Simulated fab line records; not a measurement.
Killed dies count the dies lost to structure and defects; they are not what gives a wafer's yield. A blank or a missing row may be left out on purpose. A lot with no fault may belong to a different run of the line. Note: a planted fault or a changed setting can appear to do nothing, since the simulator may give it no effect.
Comparing a struck lot with a sound one	flow sky130	14 steps out of a route of 708
Sound: wafers L523.2, L523.4, L523.6. Wafers L530.2, L530.3, L530.4 were the ones struck. The cause is given at the end.
At each step with rows: each side's tool, then ch and its chambers, then its first start. Under that, the readings that differ: sound wafers	struck wafers	difference of the means	sigmas: that difference in standard deviations of wafers without a fault.
alike: same words and numbers on both sides, and readings whose means sit less than 2 such deviations apart. not compared: any withheld reading, any reading some wafer has no value for, any bound like >300 that may hide the same value, and any number with overlapping values for which the record gives no deviation.
A row with sigmas, a row that says differs or no value, or rows on one side alone: a step with any of these is where the two part. Non-overlapping numbers with no deviation appear without sigmas and do not part them. Lack of a reading on every wafer of one side parts them only where that side has two or more wafers.

SKY_VIA1_CD_MEAS_12 targets a cd of 150 nm.
  sound: cd sem-01 at day 35 02:50; struck: cd sem-02 at day 37 12:07
  alike: cd nm
SKY_VIA1_OVL_MEAS_13:
  sound: overlay-02 at day 35 02:57; struck: overlay-01 at day 37 12:13
  alike: VIA1_OVL
SKY_VIA1_ETCH_14: etches BARC in N2/H2, stops on SiO2, time 45.9 s, target depth 60 nm.
  sound on rie diel-01 ch 0,1,3, day 35 02:59; struck on rie diel-04 ch 0,1,3, day 37 12:14
  alike: drypump motor current A, n2 flow sccm, oes product au, throttle valve pct
  not compared: rf hours counter h
SKY_VIA1_ETCH_15: etches SiO2 in C4F8/O2/Ar, stops on TiN, target depth 351 nm, time 54 s.
  sound on rie diel-01 ch 0,1,3, day 35 03:01; struck on rie diel-04 ch 0,1,3, day 37 12:17
  alike: oes product au
SKY_VIA1_STRIP_16: strips in O2/N2.
  sound on plasma asher-02 ch 0,1, day 35 03:04; struck on plasma asher-02 ch 0,1, day 37 12:20
  alike: drypump motor current A, n2 flow sccm, oes product au, strip time to endpoint s
  not compared: rf hours counter h
then, 3 steps without rows for these wafers: SKY_VIA1_STRIP_17 (strips in post etch residue remover, time 1200 s); SKY_VIA1_CLEAN_18 (cleans in IPA, time 180 s); SKY_VIA1_CLEAN_19 (cleans in O3/DIW).
SKY_VIA1_SPUTTER_20: material TiN, target thk 20 nm, time 80 s.
  sound: pvd sputter-01 at day 35 03:46; struck: pvd sputter-03 at day 37 12:56
  alike: throttle valve pct
SKY_VIA1_CVD_21: deposits W, target thk 270 nm, time 80.902 s.
  sound on cvd w-02 ch 0,1, day 35 03:50; struck on cvd w-01 ch 0,1, day 37 12:59
  alike: heater power w
SKY_VIA1_RS_MEAS_22: the measuring method here is four-point-probe.
  sound: film metro-03 at day 35 03:56; struck: film metro-02 at day 37 13:06
  alike: VIA1_W_RS
SKY_VIA1_THK_MEAS_23: measures by xrf.
  sound: film metro-03 at day 35 04:03; struck: film metro-02 at day 37 13:13
  alike: VIA1_W_THK
SKY_VIA1_CMP_24: polishes, stops on SiO2, t overpolish 15 s, target thk 0 nm.
  sound on cmp-02 ch 0,1,3, day 35 04:09; struck on cmp-01 ch 0,1,2, day 37 13:16
reading	sound	struck	difference	sigmas
overpolish run s (s)	14.989 15.011 14.984	0.027 0.041 0.038	-14.959	-99 or more
time to endpoint s (s)	70 62 60	103 104 104	+40	+12
  alike: motor current A
-- the record jumps here: 11 days lie between the struck wafers' starts before and after (it left off in module VIA1 and takes up again in module PAD_OPEN, whose first step shown is number 708 of the route) --
SKY_PAD_OPEN_PROBE_99:
  rows exist in the record for the struck wafers here (prober-02, day 48 13:01), but not for the sound ones

## WHERE THEY PART
First at SKY_VIA1_CMP_24; last, within this record, at SKY_PAD_OPEN_PROBE_99.

WHY: the cause the simulator had injected
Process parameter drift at SKY_VIA1_CMP_24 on cmp-01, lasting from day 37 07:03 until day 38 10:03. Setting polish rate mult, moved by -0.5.
